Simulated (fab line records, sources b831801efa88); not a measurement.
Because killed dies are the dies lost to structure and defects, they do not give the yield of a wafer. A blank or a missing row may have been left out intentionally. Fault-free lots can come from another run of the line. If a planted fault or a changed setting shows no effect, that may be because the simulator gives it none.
Commonality check across tools | flow gf180mcu | 12 lots and 36 wafers in the sample

## WHAT PROMPTED THE OPENING
GF_PSD_RS_MEAS_14, reading NSD_RS: flagged on 2 of 12 lots. Wafers without a fault read 46.15 ohm/sq, standard deviation 0.077.
Rule: flag the lot when none of its wafers has a number, or when each of its wafers that has one lies beyond 4 standard deviations from that mean. The rest of the lots are taken to be sound.

lot  | measured     | on           | NSD_RS (ohm/sq), wafer by wafer | flag
L711 | day 14 06:13 | filmMetro-02 | 46.19 46.08 46.09               | 
L713 | day 15 03:13 | filmMetro-02 | 46.62 46.71 46.57               | FLAGGED
L714 | day 15 12:03 | filmMetro-01 | 46.08 46.09 46.10               | 
L716 | day 15 23:38 | filmMetro-02 | 46.77 46.75 46.68               | FLAGGED
L724 | day 18 21:24 | filmMetro-01 | 46.20 46.05 46.10               | 
L725 | day 19 05:23 | filmMetro-01 | 46.10 46.07 46.07               | 
L727 | day 19 20:44 | filmMetro-04 | 46.27 46.15 46.12               | 
L729 | day 20 18:02 | filmMetro-02 | 46.10 46.10 46.00               | 
L731 | day 21 08:49 | filmMetro-02 | 46.15 46.11 46.09               | 
L732 | day 21 12:50 | filmMetro-02 | 46.20 46.25 46.21               | 
L733 | day 22 05:59 | filmMetro-04 | 46.12 46.14 46.13               | 
L734 | day 22 13:33 | filmMetro-01 | 46.24 46.27 46.14               | 
The numbers of the flagged lots are 46.68 ohm/sq on average: +0.53 ohm/sq against the usual, or +7 standard deviations.

## WHICH TOOL RAN EACH LOT
Before the reading, the record contains 3 process steps out of a 602-step route. In each cell: the tool, then ch and the chambers that the sampled wafers went through, then the start.
lot  | flag    | GF_NWELL_STRIP_10                  | GF_NSD_IMPLANT_09               | GF_NSD_STRIP_11
L711 |         | plasmaAsher-01 ch 0,1, day 3 10:37 | implanter-01 ch 0, day 13 09:35 | plasmaAsher-01 ch 0,1, day 13 09:53
L713 | FLAGGED | plasmaAsher-03 ch 0,1, day 3 17:58 | implanter-01 ch 0, day 14 05:26 | plasmaAsher-01 ch 0,1, day 14 05:44
L714 |         | plasmaAsher-03 ch 0,1, day 4 01:43 | implanter-03 ch 0, day 14 14:05 | plasmaAsher-03 ch 0,1, day 14 14:23
L716 | FLAGGED | plasmaAsher-04 ch 0,1, day 4 10:17 | implanter-01 ch 0, day 15 01:26 | plasmaAsher-04 ch 0,1, day 15 01:44
L724 |         | plasmaAsher-03 ch 1, day 6 09:49   | implanter-01 ch 0, day 17 20:43 | plasmaAsher-04 ch 0,1, day 17 20:59
L725 |         | plasmaAsher-04 ch 0,1, day 6 12:19 | implanter-03 ch 0, day 18 04:11 | plasmaAsher-04 ch 0,1, day 18 04:29
L727 |         | plasmaAsher-01 ch 0,1, day 6 22:38 | implanter-03 ch 0, day 18 19:13 | plasmaAsher-04 ch 0,1, day 18 19:29
L729 |         | plasmaAsher-04 ch 0,1, day 7 12:47 | implanter-01 ch 0, day 19 16:38 | plasmaAsher-01 ch 0,1, day 19 16:56
L731 |         | plasmaAsher-03 ch 0,1, day 7 21:28 | implanter-04 ch 0, day 20 07:59 | plasmaAsher-01 ch 0,1, day 20 08:16
L732 |         | plasmaAsher-04 ch 0,1, day 8 01:31 | implanter-01 ch 0, day 20 11:53 | plasmaAsher-01 ch 0,1, day 20 12:11
L733 |         | plasmaAsher-01 ch 0,1, day 8 11:32 | implanter-03 ch 0, day 21 05:40 | plasmaAsher-01 ch 0,1, day 21 05:58
L734 |         | plasmaAsher-04 ch 1, day 8 18:49   | implanter-01 ch 0, day 21 12:56 | plasmaAsher-04 ch 0,1, day 21 13:13
What these steps do:
- GF_NWELL_STRIP_10: strips in O2/N2.
- GF_NSD_IMPLANT_09
- GF_NSD_STRIP_11: strips in O2/N2.
- GF_PSD_RS_MEAS_14: measures by four-point-probe.

## FLAGGED AGAINST TOTAL, ONE TOOL AT A TIME (gauges that did the reading follow at the end)
step              | tool           | lots run | flagged | share of the flagged lots | sound lots run after its first flagged lot
GF_NWELL_STRIP_10 | plasmaAsher-01 | 3        | 0       | none                      | -
GF_NWELL_STRIP_10 | plasmaAsher-03 | 4        | 1       | some                      | 3 (L714,L724,L731)
GF_NWELL_STRIP_10 | plasmaAsher-04 | 5        | 1       | some                      | 4 (L725,L729,L732,L734)
GF_NSD_IMPLANT_09 | implanter-01   | 7        | 2       | all                       | 4 (L724,L729,L732,L734)
GF_NSD_IMPLANT_09 | implanter-03   | 4        | 0       | none                      | -
GF_NSD_IMPLANT_09 | implanter-04   | 1        | 0       | none                      | -
GF_NSD_STRIP_11   | plasmaAsher-01 | 6        | 1       | some                      | 4 (L729,L731,L732,L733)
GF_NSD_STRIP_11   | plasmaAsher-03 | 1        | 0       | none                      | -
GF_NSD_STRIP_11   | plasmaAsher-04 | 5        | 1       | some                      | 4 (L724,L725,L727,L734)
GF_PSD_RS_MEAS_14 | filmMetro-01   | 4        | 0       | none                      | -
GF_PSD_RS_MEAS_14 | filmMetro-02   | 6        | 2       | all                       | 3 (L729,L731,L732)
GF_PSD_RS_MEAS_14 | filmMetro-04   | 2        | 0       | none                      | -

## WHAT THE TABLE ALLOWS
Rows of the table that ran all the flagged lots, 2 in number: implanter-01 at GF_NSD_IMPLANT_09; filmMetro-02 at GF_PSD_RS_MEAS_14.
- implanter-01 at GF_NSD_IMPLANT_09 ran 7 lots, 2 of them flagged. Sound lots ran on it after the first flagged one (L724, L729, L732, L734), which a lasting fault on the whole tool wouldn't allow.
- filmMetro-02 at GF_PSD_RS_MEAS_14 ran 6 lots, 2 of them flagged. Sound lots ran on it after the first flagged one (L729, L731, L732), which a lasting fault on the whole tool wouldn't allow.
Every row of the table either missed a flagged lot or ran a sound lot after the first.

## WHAT THE SIMULATOR HAD PUT IN
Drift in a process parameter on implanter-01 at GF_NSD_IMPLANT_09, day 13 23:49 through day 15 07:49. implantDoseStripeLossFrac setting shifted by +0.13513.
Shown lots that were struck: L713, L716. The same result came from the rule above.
